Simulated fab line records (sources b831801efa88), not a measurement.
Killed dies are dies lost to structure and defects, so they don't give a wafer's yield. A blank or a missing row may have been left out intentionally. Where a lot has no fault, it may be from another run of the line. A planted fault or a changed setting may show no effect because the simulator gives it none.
fab line records + flow sky130
[record]
- lots = 6
- wafers = 18
- last-day = 50
route steps=708 shown VT_ADJUST_PCH@151 SONOS_TUNNEL@154
lots untouched by any fault: they come from a run of this same line in which no faults occurred
start-h: the number of hours between the record's first day and the start of the first shown wafer of the lot + wait-h: hours elapsed since this lot's preceding step + " as in the row above + L1.1+2: several wafers, shown together as one row + - no value present, or no start provided + * or withheld: withheld + < > ~ a bound
route shown NAME@n: a module of which the file shows steps, and the number in the route of the first + usual: mean/standard deviation taken from wafers without a fault + same: alike in all rows + chamber/n: place in a boat + sites: per-site readings + _std_site: their standard deviation + _edge_site: mean of outer sites minus mean of inner sites + radius-mm: for every site, how far away it sits from the centre of the wafer + mask NAME#n: copy n + behind: the most recent tool/chamber to have shaped the wafer + hold: what put the lot on hold/how long, in hours/how the hold closed + device: transistor that didn't switch, given as n, p or np + end of line: the same wafers' tests at the end of the route + where a step has no rows: the recipe by itself + killed: dies lost to structure and defects at the first sort, not the wafer's yield + map: shows each die of a wafer: x if killed, . if not, _ if none is there
set.NAME: the setting the step ran with; set.NAME@STEP: the setting that earlier step ran with + model.NAME: the simulator's own value behind a step, which no gauge read
certain route steps with their lots: each step a table, each wafer a row
services: when a tool's chamber went out of use (start-h, in hours from the record's first day, below 0 if earlier), for how many hours, and the reason
[[steps]]
[step SKY_VT_ADJUST_PCH_IMPLANT_08]
[recipe]
- species = B
- energy-kev = 9.879
- dose-cm2 = 5e+11
- tilt-deg = withheld
[step SKY_VT_ADJUST_PCH_STRIP_09]
[recipe]
- chemistry = O2/N2
- power-w = 1400
- pressure-mtorr = 1500
- platen-temp-c = withheld
- o2-flow-sccm = 3000
- n2-flow-sccm = 300
- overash-fraction = 0.5
[usual]
- drypump-motor-current-A = 5.7/0.35
- oes-product-au = 0.723/0.0047
- strip-time-to-endpoint-s = 36.97/0.098
| lot.wafer | tool            | chamber | start-h | wait-h | drypump-motor-current-A | oes-product-au | rf-hours-counter-h | strip-time-to-endpoint-s |
|-----------|-----------------|---------|---------|--------|-------------------------|----------------|--------------------|--------------------------|
| L266.2    | plasma-asher-02 | 0       | 229.45  | 0.1    | 5.7                     | 0.721          | 40                 | 37.07                    |
| L266.3    | "               | 1       | "       | "      | 5.1                     | 0.719          | -                  | 37.07                    |
| L266.5    | "               | 0       | "       | "      | 5.7                     | 0.725          | -                  | 37.11                    |
| L274.2    | plasma-asher-03 | 0       | 287.58  | 0.1    | 5.6                     | 0.723          | 60                 | 36.92                    |
| L274.4    | "               | 1       | "       | "      | 5.6                     | 0.738          | -                  | 36.95                    |
| L274.5    | "               | 1       | "       | "      | 5.7                     | 0.722          | -                  | 36.94                    |
| L277.3    | plasma-asher-03 | 0       | 317.52  | 0.1    | 5.6                     | 0.730          | -                  | 37.01                    |
| L277.5    | "               | 1       | "       | "      | 5.7                     | 0.723          | -                  | 37.00                    |
| L277.6    | "               | 0       | "       | "      | 5.6                     | 0.727          | -                  | 37.11                    |
| L285.1    | plasma-asher-03 | 0       | 370.53  | 0.1    | 5.6                     | 0.715          | 68                 | 37.15                    |
| L285.3    | "               | 1       | "       | "      | 5.7                     | 0.719          | -                  | 36.94                    |
| L285.4    | "               | 0       | "       | "      | 5.6                     | 0.718          | -                  | 37.04                    |
| L288.1    | plasma-asher-03 | 0       | 400.45  | 0.1    | 5.6                     | 0.722          | 71                 | 37.03                    |
| L288.3    | "               | 1       | "       | "      | 5.7                     | 0.724          | -                  | 37.03                    |
| L288.5    | "               | 0       | "       | "      | 5.6                     | 0.723          | -                  | 37.09                    |
| L289.1    | plasma-asher-02 | 0       | 400.60  | 0.1    | 5.7                     | 0.719          | 56                 | 36.83                    |
| L289.3    | "               | 0       | "       | "      | 5.7                     | 0.721          | -                  | 36.83                    |
| L289.4    | "               | 1       | "       | "      | 5.1                     | 0.719          | -                  | 36.84                    |
[step SKY_VT_ADJUST_PCH_TW_MEAS_10]
[usual]
- VT_ADJUST_PCH_TW = 142.6/1.5
| lot.wafer | tool          | chamber | start-h | wait-h | VT_ADJUST_PCH_TW |
|-----------|---------------|---------|---------|--------|------------------|
| L266.2    | film-metro-04 | -       | 229.56  | 0.1    | 144.2            |
| L266.3    | "             | -       | "       | "      | 144.3            |
| L266.5    | "             | -       | "       | "      | 144.1            |
| L274.2    | film-metro-04 | -       | 287.69  | 0.1    | 141.9            |
| L274.4    | "             | -       | "       | "      | 143.0            |
| L274.5    | "             | -       | "       | "      | 143.0            |
| L277.3    | film-metro-04 | -       | 317.61  | 0.1    | 142.9            |
| L277.5    | "             | -       | "       | "      | 143.5            |
| L277.6    | "             | -       | "       | "      | 143.2            |
| L285.1    | film-metro-03 | -       | 370.63  | 0.1    | 143.9            |
| L285.3    | "             | -       | "       | "      | 144.3            |
| L285.4    | "             | -       | "       | "      | 144.4            |
| L288.1    | film-metro-03 | -       | 400.55  | 0.1    | 143.2            |
| L288.3    | "             | -       | "       | "      | 141.9            |
| L288.5    | "             | -       | "       | "      | 142.7            |
| L289.1    | film-metro-04 | -       | 400.70  | 0.1    | 143.4            |
| L289.3    | "             | -       | "       | "      | 144.5            |
| L289.4    | "             | -       | "       | "      | 144.0            |
[step SKY_SONOS_TUNNEL_DEHYDRATE_00]
[recipe]
- temp-c = 200
- time-s = 60
[step SKY_SONOS_TUNNEL_HMDS_01]
[recipe]
- prime-time-s = 60
- prime-temp-c = 120
[step SKY_SONOS_TUNNEL_COAT_02]
[recipe]
- resist = NOVOLAK
- spin-rpm = 3000
- resist-thk-nm = 1140
[step SKY_SONOS_TUNNEL_SOFTBAKE_03]
[recipe]
- temp-c = 90
- time-s = 60
- resist = NOVOLAK
[step SKY_SONOS_TUNNEL_EXPOSE_04]
[recipe]
- mask-id = TUNM
- na = 0.6
- source-shape = conventional
- sigma-outer = 0.6
- polarization = unpolarized
- target-cd-nm = 410
- dose-mj = 136
[step SKY_SONOS_TUNNEL_PEB_05]
[recipe]
- temp-c = withheld
- time-s = *
- resist = NOVOLAK
[step SKY_SONOS_TUNNEL_DEVELOP_06]
[recipe]
- resist = NOVOLAK
- developer = TMAH
- develop-time-s = 60
- dev-temp-c = 23
[step SKY_SONOS_TUNNEL_CD_MEAS_07]
[recipe]
- target-cd-nm = 410
[usual]
- cd-nm = 409.5/2
| lot.wafer | tool      | chamber | start-h | wait-h | cd-nm |
|-----------|-----------|---------|---------|--------|-------|
| L266.2    | cd-sem-01 | -       | 253.22  | 0.1    | 413.8 |
| L266.3    | "         | -       | "       | "      | 411.1 |
| L266.5    | "         | -       | "       | "      | 409.3 |
| L274.2    | cd-sem-01 | -       | 313.89  | 0.1    | 410.0 |
| L274.4    | "         | -       | "       | "      | 410.6 |
| L274.5    | "         | -       | "       | "      | 412.6 |
| L277.3    | cd-sem-01 | -       | 343.79  | 0.1    | 409.6 |
| L277.5    | "         | -       | "       | "      | 408.3 |
| L277.6    | "         | -       | "       | "      | 409.1 |
| L285.1    | cd-sem-01 | -       | 398.78  | 0.1    | 408.9 |
| L285.3    | "         | -       | "       | "      | 410.2 |
| L285.4    | "         | -       | "       | "      | 406.7 |
| L288.1    | cd-sem-02 | -       | 430.53  | 0.1    | 411.7 |
| L288.3    | "         | -       | "       | "      | 408.6 |
| L288.5    | "         | -       | "       | "      | 410.1 |
| L289.1    | cd-sem-01 | -       | 430.60  | 0.1    | 407.8 |
| L289.3    | "         | -       | "       | "      | 407.0 |
| L289.4    | "         | -       | "       | "      | 409.3 |
[step SKY_SONOS_TUNNEL_OVL_MEAS_08]
[usual]
- SONOS_TUNNEL_OVL = -1.1/1.5
| lot.wafer | tool       | chamber | start-h | wait-h | SONOS_TUNNEL_OVL[nm] |
|-----------|------------|---------|---------|--------|----------------------|
| L266.2    | overlay-02 | -       | 253.33  | 0.1    | -1.9                 |
| L266.3    | "          | -       | "       | "      | 0.0                  |
| L266.5    | "          | -       | "       | "      | -2.4                 |
| L274.2    | overlay-01 | -       | 313.99  | 0.1    | -1.7                 |
| L274.4    | "          | -       | "       | "      | -1.4                 |
| L274.5    | "          | -       | "       | "      | -2.5                 |
| L277.3    | overlay-02 | -       | 343.88  | 0.1    | -1.1                 |
| L277.5    | "          | -       | "       | "      | -1.5                 |
| L277.6    | "          | -       | "       | "      | -1.0                 |
| L285.1    | overlay-01 | -       | 398.90  | 0.1    | -3.6                 |
| L285.3    | "          | -       | "       | "      | -5.0                 |
| L285.4    | "          | -       | "       | "      | -4.0                 |
| L288.1    | overlay-02 | -       | 430.65  | 0.1    | -2.2                 |
| L288.3    | "          | -       | "       | "      | -2.1                 |
| L288.5    | "          | -       | "       | "      | -0.6                 |
| L289.1    | overlay-01 | -       | 430.72  | 0.1    | -0.4                 |
| L289.3    | "          | -       | "       | "      | 0.8                  |
| L289.4    | "          | -       | "       | "      | 1.1                  |
[step SKY_SONOS_TUNNEL_IMPLANT_09]
[recipe]
- species = B
- energy-kev = 20
- dose-cm2 = 1e+12
- tilt-deg = withheld
[usual]
- beam-energy-keV = 19.999/0.0067
- beam-on-s = 9.99/0.19
| lot.wafer | tool         | chamber | start-h | wait-h | beam-energy-keV | beam-on-s | model.implant.rp-nm | model.implant.drp-nm |
|-----------|--------------|---------|---------|--------|-----------------|-----------|---------------------|----------------------|
| L266.2    | implanter-01 | 0       | 253.38  | 0.0    | 20.005          | 9.94      | 66.04               | 28.34                |
| L266.3    | "            | 0       | "       | "      | 20.007          | 10.01     | 66.04               | 28.34                |
| L266.5    | "            | 0       | "       | "      | 20.012          | 10.05     | 66.04               | 28.34                |
| L274.2    | implanter-01 | 0       | 314.05  | 0.0    | 19.996          | 9.95      | 67.2                | 28.34                |
| L274.4    | "            | 0       | "       | "      | 20.001          | 10.00     | 67.2                | 28.34                |
| L274.5    | "            | 0       | "       | "      | 20.004          | 10.18     | 67.2                | 28.34                |
| L277.3    | implanter-04 | 0       | 343.96  | 0.1    | 20.001          | 10.19     | 64.19               | 28.34                |
| L277.5    | "            | 0       | "       | "      | 19.997          | 9.51      | 64.19               | 28.34                |
| L277.6    | "            | 0       | "       | "      | 20.002          | 9.83      | 64.19               | 28.34                |
| L285.1    | implanter-01 | 0       | 398.94  | 0.0    | 19.066          | 10.37     | 62.39               | 27.42                |
| L285.3    | "            | 0       | "       | "      | 19.074          | 9.70      | 62.39               | 27.42                |
| L285.4    | "            | 0       | "       | "      | 19.081          | 10.21     | 62.39               | 27.42                |
| L288.1    | implanter-01 | 0       | 430.69  | 0.0    | 19.080          | 9.95      | 63.4                | 27.42                |
| L288.3    | "            | 0       | "       | "      | 19.090          | 9.94      | 63.4                | 27.42                |
| L288.5    | "            | 0       | "       | "      | 19.082          | 9.73      | 63.4                | 27.42                |
| L289.1    | implanter-04 | 0       | 430.76  | 0.0    | 20.005          | 10.03     | 63.39               | 28.34                |
| L289.3    | "            | 0       | "       | "      | 20.003          | 10.14     | 63.39               | 28.34                |
| L289.4    | "            | 0       | "       | "      | 19.999          | 9.92      | 63.39               | 28.34                |
[step SKY_SONOS_TUNNEL_WET_ETCH_10]
[recipe]
- chemistry = dHF
- target-depth-nm = 14
- target = SiO2
- dilution = 100:1
- temp-c = 25
- time-s = 280
[[services]]
| tool            | chamber | start-h | hours | kind       |
|-----------------|---------|---------|-------|------------|
| implanter-01    | -       | 292.65  | 5.7   | pm         |
| implanter-04    | -       | 353.96  | 4.0   | repair     |
| plasma-asher-02 | -       | 369.42  | 8.3   | repair     |
| plasma-asher-03 | -       | 421.25  | 9.0   | pm         |
| plasma-asher-03 | 0       | 421.25  | 9.0   | vent-cycle |
| plasma-asher-03 | 1       | 421.25  | 9.0   | vent-cycle |
| plasma-asher-03 | 0       | 430.25  | -     | clean      |
| plasma-asher-03 | 1       | 430.25  | -     | clean      |
[[key]]
[first-sign]
- step = SKY_SONOS_TUNNEL_IMPLANT_09
- reading = beam-energy-keV
- direction = down
- sigmas = 99+
- usual = *
- struck = *
effect none on later readings
[model-effect]
- step = SKY_SONOS_TUNNEL_IMPLANT_09
- value = implant.rp-nm
- without = 65.89
- struck = 62.89
met-at SKY_SONOS_TUNNEL_IMPLANT_09
struck-wafers L285.1,L285.3,L285.4,L288.1,L288.3,L288.5
tester-left-out L285,L288
onset-between 314.05 398.94
[fault]
- kind = process-parameter-drift
- tool = implanter-01
- chamber = -
- onset-h = 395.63
- steps = SKY_SONOS_TUNNEL_IMPLANT_09
- channel = energy-kev
- offset = *
- shape = step
- end-h = 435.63
- acts-in = *
- stated = *
// tester-left-out: of these lots the tester's yield and bins aren't shown, on N5 and GAA mostly nor the transistor test; their killed dies are dies lost to structure and defects alone, not to doping, threshold or leakage, so they don't give the yield
